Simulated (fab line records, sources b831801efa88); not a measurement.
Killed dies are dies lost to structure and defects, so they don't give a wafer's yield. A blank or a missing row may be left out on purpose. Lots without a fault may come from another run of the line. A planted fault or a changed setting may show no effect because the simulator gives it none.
A struck lot beside a sound one | flow sky130 | 37 steps out of a route of 708
Sound: wafers L235.1, L235.2, L235.4. Struck: wafers L226.1, L226.3, L226.4. The cause comes at the end.
At each step with rows: each side's tool, then ch and its chambers, then its first start. Under that, the readings that differ: sound wafers | struck wafers | difference of the means | sigmas: that difference in standard deviations of wafers without a fault.
alike: readings whose means differ by less than 2 such deviations, and words and numbers that are the same on both sides. not compared: withheld readings, readings that some wafer has no value for, bounds like >300 that may hide the same value, and numbers for which the record gives no deviation and whose values overlap.
The two part at a step that has a row with sigmas, a row that says differs or no value, or rows on one side only. Numbers that don't overlap but have no deviation are shown without sigmas and don't part them. A reading that every wafer of one side lacks parts them only if that side has two wafers or more.

first, 10 steps without rows for these wafers: SKY_DNWELL_DEVELOP_06 (develop time 60 s); SKY_DNWELL_IMPLANT_07; SKY_DNWELL_STRIP_08 (strips in O2/N2); SKY_PWDE_DEHYDRATE_00 (time 60 s); SKY_PWDE_HMDS_01 (prime time 60 s); SKY_PWDE_COAT_02 (resist thk 3000 nm); SKY_PWDE_SOFTBAKE_03; SKY_PWDE_EXPOSE_04 (exposes mask PWDEM, target cd 840 nm); SKY_PWDE_PEB_05; SKY_PWDE_DEVELOP_06 (develop time 60 s).
SKY_PWDE_IMPLANT_08:
  sound on implanter-02 ch 0, day 7 14:58; struck on implanter-03 ch 0, day 5 14:10
  reading            | sound                       | struck                        | difference | sigmas
  dose_ions_cm2      | 3.597e+12 3.6e+12 3.603e+12 | 3.214e+12 3.214e+12 3.214e+12 | -3.860e+11 | -99 or more
  faraday_current_uA | 20.1 21.2 20.0              | 18.6 18.5 17.4                | -2.3       | -6
then, 1 step without rows for these wafers: SKY_PWDE_STRIP_09 (strips in O2/N2).
SKY_PWDE_TW_MEAS_10:
  sound on film_metro-02, day 7 15:13; struck on film_metro-03, day 5 14:25
  reading | sound             | struck            | difference | sigmas
  PWDE_TW | 377.0 376.1 378.7 | 362.9 362.4 363.8 | -14.2      | -7
then, 22 steps without rows for these wafers: SKY_NWELL_DEHYDRATE_03 (time 60 s); SKY_NWELL_HMDS_04 (prime time 60 s); SKY_NWELL_COAT_05 (resist thk 3000 nm); SKY_NWELL_SOFTBAKE_06; SKY_NWELL_EXPOSE_07 (exposes mask NWM, target cd 840 nm); SKY_NWELL_PEB_08; SKY_NWELL_DEVELOP_09 (develop time 60 s); SKY_NWELL_IMPLANT_11; SKY_NWELL_IMPLANT_12; SKY_NWELL_IMPLANT_13; SKY_NWELL_STRIP_14 (strips in O2/N2); SKY_NWELL_DEHYDRATE_16 (time 60 s); SKY_NWELL_HMDS_17 (prime time 60 s); SKY_NWELL_COAT_18 (resist thk 3000 nm); SKY_NWELL_SOFTBAKE_19; SKY_NWELL_EXPOSE_20 (exposes mask NWM COMPLEMENT, target cd 840 nm); SKY_NWELL_PEB_21; SKY_NWELL_DEVELOP_22 (develop time 60 s); SKY_NWELL_IMPLANT_24; SKY_NWELL_STRIP_25 (strips in O2/N2); SKY_NWELL_CLEAN_27 (cleans in SC1/SC2, time 150 s); SKY_NWELL_RTA_28 (time 30 s).
SKY_NWELL_RS_MEAS_31: measures by four-point-probe.
  sound on film_metro-03, day 9 09:32; struck on film_metro-04, day 7 05:58
  reading          | sound          | struck         | difference | sigmas
  PWDE_RS (ohm/sq) | 5268 5270 5265 | 5809 5783 5796 | +528       | +33
-- the record jumps here: 41 days lie between the struck wafers' starts before and after (it left off in module NWELL and takes up again in module PAD_OPEN, whose first step shown is number 708 of the route) --
SKY_PAD_OPEN_PROBE_99:
  sound on prober-02, day 49 16:26; struck on prober-01, day 47 18:17
  reading                                   | sound                        | struck                        | difference | sigmas
  model.etest.res_p_drift_20v.line_ohm_um   | 1.159e+04 1.184e+04 1.16e+04 | 1.259e+04 1.372e+04 1.333e+04 | +1.537e+03 |
  model.etest.res_p_drift_20v.rs_ohm_sq     | 9623 9713 9621               | 1.058e+04 1.173e+04 1.117e+04 | +1.508e+03 |
  model.etest.res_pwde_under_gate.rs_ohm_sq | 6228 6221 6184               | 6909 6887 6884                | +682       |
  alike: killed_at_M0_to_M3, killed_at_M4_up, killed_at_contacts, killed_at_front_end, killed_at_other, killed_dies, killed_on_rim, killed_open, killed_short

WHERE THEY PART
First at SKY_PWDE_IMPLANT_08; last, within this record, at SKY_NWELL_RS_MEAS_31. Later steps at which nothing parts them and some readings are alike: SKY_PAD_OPEN_PROBE_99.

WHY: what the simulator had put in
Process parameter drift: implanter-03, from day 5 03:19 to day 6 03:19, at SKY_PWDE_IMPLANT_08. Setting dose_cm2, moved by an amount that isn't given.
